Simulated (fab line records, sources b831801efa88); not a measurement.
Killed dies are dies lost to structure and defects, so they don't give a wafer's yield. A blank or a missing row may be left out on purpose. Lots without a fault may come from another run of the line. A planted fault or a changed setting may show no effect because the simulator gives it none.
fab line records | flow sky130
record lots=11 wafers=33 last_day=50
route steps=708 shown FIELD_ISO@18 NWELL@63 VT_ADJUST_HVTP@95 SONOS_ONO@168
lots that met no fault: from a run of the same line without faults
start_h: hours from the record's first day to the start of the lot's first wafer shown | wait_h: hours since the lot's step before | " the same as in the row above | L1.1+2: a row that stands for several wafers | - no value, or no start given | * or withheld: withheld | < > ~ a bound
route shown NAME@n: a module of which the file shows steps, and the number in the route of the first | usual: mean/standard deviation of fault-free wafers | same: alike in all rows | chamber/n: place in a boat | sites: the reading at each site | _std_site: their standard deviation | _edge_site: outer sites' mean less inner sites' | radius_mm: how far each site lies from the wafer's centre | mask NAME#n: copy n | behind: the tool/chamber that last shaped the wafer | hold: why the lot was held/for how many hours/how that ended | device: the transistor (n, p or np) that didn't switch | end of line: the same wafers' tests at the end of the route | a step without rows: its recipe alone | killed: dies lost to structure and defects at the first sort, not the wafer's yield | map: a wafer's dies, x killed, . not, _ none there
set.NAME: the setting as run; set.NAME@STEP: as run at that earlier step | model.NAME: the simulator's own value behind a step, which no gauge read
steps of the route over a sample of lots; a table a step, a row a wafer
services: from which hour (start_h, from the record's first day; less than 0 if before it) a tool's chamber was out of use, for how many hours, and why
## steps
# step SKY_FIELD_ISO_ETCH_17
# recipe target_depth_a=3420 mask_material=Si3N4 chemistry=HBr/Cl2/O2 target=Si taper_deg=5 icp_w=600 bias_w=150 pressure_mtorr=15 HBr_flow_sccm=150 Cl2_flow_sccm=40 O2_flow_sccm=6 time_s=97.7
# usual drypump_motor_current_A=6.0/0.61 oes_product_au=0.997/0.012 throttle_valve_pct=25.658/0.012
# columns lot.wafer tool chamber start_h wait_h drypump_motor_current_A oes_product_au rf_hours_counter_h throttle_valve_pct
L833.1 rie_si-02 3 28.60 0.1 5.2 0.987 0 25.667
L833.3 " 0 " " 6.8 0.986 136 25.669
L833.6 " 0 " " 6.7 0.986 - 25.659
L835.1 rie_si-01 3 40.10 0.1 6.1 1.021 158 25.644
L835.2 " 1 " " 4.9 0.989 56 25.657
L835.3 " 0 " " 6.5 1.014 101 25.649
L836.2 rie_si-01 1 44.05 0.1 4.9 0.981 56 25.675
L836.3 " 0 " " 6.5 1.011 102 25.661
L836.6 " 2 " " 6.4 1.013 - 25.638
L837.3 rie_si-01 1 50.81 0.0 4.9 0.979 56 25.667
L837.4 " 2 " " 6.4 1.011 - 25.662
L837.6 " 0 " " 6.5 1.002 - 25.652
L838.1 rie_si-01 2 56.61 0.1 6.5 1.013 88 25.635
L838.2 " 0 " " 6.5 1.008 102 25.655
L838.4 " 0 " " 6.5 1.016 - 25.663
L847.1 rie_si-01 3 104.46 0.1 6.1 0.997 0 25.656
L847.2 " 2 " " 6.4 1.018 88 25.651
L847.6 " 3 " " 6.1 1.002 - 25.631
L848.1 rie_si-02 1 106.76 0.1 5.7 0.989 40 25.673
L848.4 " 3 " " 5.1 0.976 1 25.682
L848.6 " 3 " " 5.1 0.982 - 25.674
L851.4 rie_si-02 0 122.72 0.0 6.7 0.990 137 25.664
L851.5 " 2 " " 6.1 0.994 - 25.656
L851.6 " 3 " " 5.1 0.991 - 25.673
L852.1 rie_si-01 3 127.65 0.1 6.1 1.006 1 25.649
L852.2 " 2 " " 6.4 1.007 88 25.657
L852.6 " 3 " " 6.1 1.006 - 25.666
L855.2 rie_si-01 0 144.61 0.1 6.4 0.998 102 25.656
L855.3 " 3 " " 6.1 1.011 1 25.640
L855.5 " 2 " " 6.5 1.020 - 25.657
L856.1 rie_si-02 1 149.41 0.1 5.7 0.989 40 25.656
L856.2 " 2 " " 6.1 0.988 82 25.657
L856.3 " 3 " " 5.1 0.986 1 25.672
# step SKY_NWELL_OVL_MEAS_10
# usual NWELL_00_OVL=-0.1/1.2
# columns lot.wafer tool chamber start_h wait_h NWELL_00_OVL[nm]
L833.1 overlay-01 - 85.84 - 1.2
L833.3 " - " " 1.4
L833.6 " - " " 0.4
L835.1 overlay-02 - 100.58 - 1.8
L835.2 " - " " 0.0
L835.3 " - " " 0.7
L836.2 overlay-01 - 104.98 - -1.5
L836.3 " - " " -0.2
L836.6 " - " " -0.9
L837.3 overlay-02 - 109.74 - -0.3
L837.4 " - " " 0.2
L837.6 " - " " 0.1
L838.1 overlay-02 - 115.43 - -0.8
L838.2 " - " " -0.2
L838.4 " - " " -0.5
L847.1 overlay-01 - 168.64 - 2.2
L847.2 " - " " 0.4
L847.6 " - " " 1.1
L848.1 overlay-02 - 174.88 - -1.3
L848.4 " - " " -0.7
L848.6 " - " " -0.2
L851.4 overlay-02 - 189.05 - -1.8
L851.5 " - " " 0.4
L851.6 " - " " 1.1
L852.1 overlay-02 - 194.78 - 1.6
L852.2 " - " " 2.3
L852.6 " - " " 0.5
L855.2 overlay-01 - 218.89 - 0.3
L855.3 " - " " -0.1
L855.5 " - " " -0.2
L856.1 overlay-02 - 221.64 - -0.1
L856.2 " - " " -0.5
L856.3 " - " " -0.8
# step SKY_VT_ADJUST_HVTP_STRIP_10
# recipe chemistry=O2/N2 power_w=1400 pressure_mtorr=1500 platen_temp_c=withheld o2_flow_sccm=3000 n2_flow_sccm=300 overash_fraction=0.5
# usual drypump_motor_current_A=6.0/0.51 oes_product_au=0.715/0.0046 strip_time_to_endpoint_s=14.16/0.038
# same overash_fraction=0.5
# columns lot.wafer tool chamber start_h wait_h drypump_motor_current_A oes_product_au rf_hours_counter_h strip_time_to_endpoint_s
L833.1 plasma_asher-04 1 123.95 0.1 6.7 0.713 45 14.18
L833.3 " 0 " " 6.2 0.711 - 14.21
L833.6 " 0 " " 6.2 0.718 - 14.24
L835.1 plasma_asher-04 0 139.94 0.1 6.2 0.717 46 14.15
L835.2 " 1 " " 6.7 0.715 46 14.17
L835.3 " 1 " " 6.7 0.717 - 14.15
L836.2 plasma_asher-03 1 144.25 0.1 6.3 0.710 35 14.18
L836.3 " 0 " " 5.2 0.708 - 14.19
L836.6 " 1 " " 6.3 0.720 - 14.15
L837.3 plasma_asher-02 1 148.73 0.1 5.8 0.713 - 14.13
L837.4 " 0 " " 5.6 0.714 - 14.13
L837.6 " 0 " " 5.6 0.712 - 14.12
L838.1 plasma_asher-04 1 155.75 0.1 6.7 0.715 48 14.14
L838.2 " 0 " " 6.2 0.720 48 14.11
L838.4 " 1 " " 6.7 0.712 - 14.15
L847.1 plasma_asher-03 1 210.45 0.1 6.3 0.721 42 14.11
L847.2 " 0 " " 5.2 0.720 42 14.12
L847.6 " 1 " " 6.3 0.711 - 14.15
L848.1 plasma_asher-04 0 218.63 0.1 6.2 0.708 54 14.16
L848.4 " 0 " " 6.2 0.714 - 14.15
L848.6 " 0 " " 6.2 0.715 - 14.18
L851.4 plasma_asher-04 0 231.88 0.1 6.2 0.718 - 14.11
L851.5 " 0 " " 6.2 0.708 - 14.13
L851.6 " 1 " " 6.7 0.714 - 14.16
L852.1 plasma_asher-02 0 239.63 0.1 5.6 0.709 56 14.16
L852.2 " 1 " " 5.9 0.724 56 14.11
L852.6 " 0 " " 5.6 0.723 - 14.13
L855.2 plasma_asher-03 0 264.60 0.1 5.2 0.714 47 14.14
L855.3 " 0 " " 5.2 0.709 - 14.14
L855.5 " 1 " " 6.3 0.712 - 14.16
L856.1 plasma_asher-03 1 268.04 0.1 6.3 0.720 47 14.21
L856.2 " 0 " " 5.2 0.721 47 14.18
L856.3 " 0 " " 5.2 0.722 - 14.23
# step SKY_SONOS_ONO_OXIDATION_00
# recipe temp_c=800 ambient=O2 idle_temp_c=700 ramp_up_c_per_min=10 ramp_down_c_per_min=3 stabilise_s=600 purge_s=300 target_thk_a=26 ox_time_s=1249
# usual ramp_down_c_per_min=3.0000/0.00055 spike_tc_bottom_C=820.5/1.2 spike_tc_centre_C=801.1/1.1 spike_tc_lower_C=800.7/1 spike_tc_top_C=810.9/0.97 spike_tc_upper_C=800.8/0.92 tube_center_temp_C=800.01/0.062 tube_center_temp_C_max=802.0/0.32 zone_power_top_pct=26.24/0.27
# same purge_s=300
# columns lot.wafer tool chamber start_h wait_h ramp_down_c_per_min spike_tc_bottom_C spike_tc_centre_C spike_tc_lower_C spike_tc_top_C spike_tc_upper_C tube_center_temp_C tube_center_temp_C_max zone_power_top_pct
L833.1 furnace-02 0 251.63 1.1 3.0001 817.7 801.4 800.8 811.9 800.2 799.97 801.7 26.30
L833.3 " 0 " " 3.0000 820.5 802.6 797.9 809.3 801.9 800.02 802.2 25.70
L833.6 " 0 " " 2.9995 819.8 804.4 799.7 809.5 799.8 799.98 802.6 25.72
L835.1 furnace-01 0 268.08 0.0 3.0000 821.9 800.5 802.8 811.3 801.7 800 802.2 26.61
L835.2 " 0 " " 3.0001 822.2 800.0 801.6 811.8 801.1 800.05 801.8 25.55
L835.3 " 0 " " 2.9997 822.5 800.4 801.6 812.5 800.8 799.95 802.1 26.40
L836.2 furnace-01 0 276.10 1.4 2.9992 846.8 827.9 828.7 837.9 828.6 826.83 828.2 27.57
L836.3 " 0 " " 3.0002 848.6 826.6 828.7 837.3 827.3 826.81 828.7 28.27
L836.6 " 0 " " 3.0001 849.6 827.0 827.2 836.2 827.2 826.89 828.9 27.46
L837.3 furnace-02 0 281.63 0.7 2.9999 819.7 802.9 800.6 810.9 799.2 799.96 801.8 25.84
L837.4 " 0 " " 3.0002 819.4 800.5 801.4 811.0 800.5 799.93 802.4 26.21
L837.6 " 0 " " 2.9992 820.2 801.9 801.3 810.7 801.6 800.07 801.8 26.07
L838.1 furnace-01 0 289.44 0.5 3.0003 845.4 827.2 829.7 838.9 825.7 826.79 829.3 28.04
L838.2 " 0 " " 2.9996 846.2 828.7 827.9 838.5 827.3 826.85 828.5 27.50
L838.4 " 0 " " 3.0006 847.0 828.9 826.7 836.4 827.1 826.77 828.7 28.42
L847.1 furnace-02 0 360.39 1.0 3.0009 819.6 800.6 801.7 811.2 801.1 800.06 802.3 26.05
L847.2 " 0 " " 2.9997 820.0 801.8 799.0 810.3 802.5 800.03 802.5 26.37
L847.6 " 0 " " 2.9996 818.1 801.0 799.9 810.7 801.2 800.03 802.6 26.46
L848.1 furnace-01 0 367.33 0.0 2.9998 819.8 801.9 800.9 811.3 801.4 800.05 801.8 26.22
L848.4 " 0 " " 3.0003 822.7 799.3 799.9 810.2 799.5 800 802.9 26.47
L848.6 " 0 " " 3.0000 821.6 798.3 800.6 811.7 801.0 800.09 802.1 26.13
L851.4 furnace-01 0 387.08 0.0 2.9996 819.8 801.6 800.8 811.3 800.7 800.09 802.2 26.48
L851.5 " 0 " " 2.9998 822.7 799.5 803.0 810.8 800.9 799.99 801.7 25.93
L851.6 " 0 " " 3.0003 822.0 802.0 801.8 811.1 799.9 799.99 801.7 26.60
L852.1 furnace-01 0 397.24 0.3 2.9993 820.0 799.8 800.8 811.3 801.4 800.01 801.9 26.15
L852.2 " 0 " " 2.9991 820.7 800.4 799.8 810.0 802.2 800 802.1 26.32
L852.6 " 0 " " 2.9995 819.8 802.4 800.4 811.5 799.5 800.05 802.8 26.03
L855.2 furnace-01 0 431.80 1.9 3.0005 820.5 800.6 799.0 811.5 800.7 800.07 802.7 26.37
L855.3 " 0 " " 2.9992 819.7 801.7 800.8 812.2 799.5 800.06 802.2 26.74
L855.5 " 0 " " 3.0005 819.7 800.5 800.1 811.3 800.4 799.99 803.1 26.74
L856.1 furnace-01 0 434.65 0.4 2.9994 821.9 799.9 799.8 812.2 801.3 800.05 802.1 26.00
L856.2 " 0 " " 2.9999 820.1 801.6 801.1 809.8 800.2 800.09 802.1 26.48
L856.3 " 0 " " 3.0017 820.1 800.1 801.7 809.8 800.5 799.92 802.2 26.67
# step SKY_SONOS_ONO_THK_MEAS_01
# recipe reads=SiO2_of_SONOS_ONO_OXIDATION_00
# usual SONOS_ONO_OXIDATION_THK=2.60/0.049
# columns lot.wafer tool chamber start_h wait_h SONOS_ONO_OXIDATION_THK[nm]
L833.1 film_metro-04 - 252.98 0.0 2.59
L833.3 " - " " 2.62
L833.6 " - " " 2.60
L835.1 film_metro-03 - 269.43 0.0 2.60
L835.2 " - " " 2.68
L835.3 " - " " 2.66
L836.2 film_metro-04 - 277.46 0.0 3.78
L836.3 " - " " 3.84
L836.6 " - " " 3.73
L837.3 film_metro-02 - 283.00 0.0 2.64
L837.4 " - " " 2.68
L837.6 " - " " 2.65
L838.1 film_metro-04 - 290.78 0.0 3.78
L838.2 " - " " 3.80
L838.4 " - " " 3.80
L847.1 film_metro-04 - 361.74 0.0 2.61
L847.2 " - " " 2.63
L847.6 " - " " 2.51
L848.1 film_metro-04 - 368.67 0.0 2.62
L848.4 " - " " 2.63
L848.6 " - " " 2.57
L851.4 film_metro-02 - 388.46 0.0 2.55
L851.5 " - " " 2.59
L851.6 " - " " 2.61
L852.1 film_metro-02 - 398.58 0.0 2.60
L852.2 " - " " 2.65
L852.6 " - " " 2.58
L855.2 film_metro-03 - 433.16 0.0 2.61
L855.3 " - " " 2.64
L855.5 " - " " 2.56
L856.1 film_metro-04 - 436.00 0.0 2.66
L856.2 " - " " 2.61
L856.3 " - " " 2.67
## services
# columns tool chamber start_h hours kind
furnace-01 - 13.79 4.1 pm
furnace-02 - 41.73 3.2 pm
rie_si-02 2 57.27 4.6 repair
rie_si-02 - 62.14 2.8 pm
plasma_asher-04 - 106.46 3.0 repair
rie_si-01 1 123.43 6.8 repair
furnace-01 - 144.41 3.5 pm
plasma_asher-03 - 179.08 1.6 repair
furnace-01 - 182.36 3.6 pm
furnace-02 - 195.67 29.5 pm
plasma_asher-04 - 219.28 1.8 repair
furnace-02 - 225.16 4.6 pm
plasma_asher-04 - 258.83 0.8 repair
rie_si-01 - 266.24 0.7 repair
rie_si-02 - 281.37 4.3 pm
plasma_asher-03 - 285.98 6.6 repair
rie_si-01 3 295.77 6.0 repair
rie_si-02 1 305.64 12.1 repair
furnace-01 - 350.37 3.7 pm
plasma_asher-03 - 352.82 8.9 repair
plasma_asher-03 - 364.48 7.3 repair
rie_si-02 3 367.68 11.2 repair
plasma_asher-04 - 384.16 4.2 repair
furnace-01 - 411.96 7.2 pm
## key
first_sign step=SKY_SONOS_ONO_OXIDATION_00 reading=tube_center_temp_C direction=up sigmas=99+ usual=* struck=*
effect step=SKY_SONOS_ONO_OXIDATION_00 reading=tube_center_temp_C_max direction=up sigmas=83 usual=* struck=*
effect step=SKY_SONOS_ONO_THK_MEAS_01 reading=SONOS_ONO_OXIDATION_THK direction=up sigmas=24 usual=2.60 struck=3.79
met_at SKY_SONOS_ONO_OXIDATION_00
struck_lots L836,L838
tester_left_out L836,L838
not_acting_at SKY_FIELD_ISO_ETCH_17,SKY_NWELL_OVL_MEAS_10,SKY_VT_ADJUST_HVTP_STRIP_10
onset_between 268.08 276.10
fault kind=process_parameter_drift tool=furnace-01 chamber=- onset_h=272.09 steps=SKY_SONOS_ONO_OXIDATION_00 channel=temp_c offset=* shape=step end_h=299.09 acts_in=* stated=*
# tester_left_out: of these lots the tester's yield and bins aren't shown, on N5 and GAA mostly nor the transistor test; their killed dies are dies lost to structure and defects alone, not to doping, threshold or leakage, so they don't give the yield
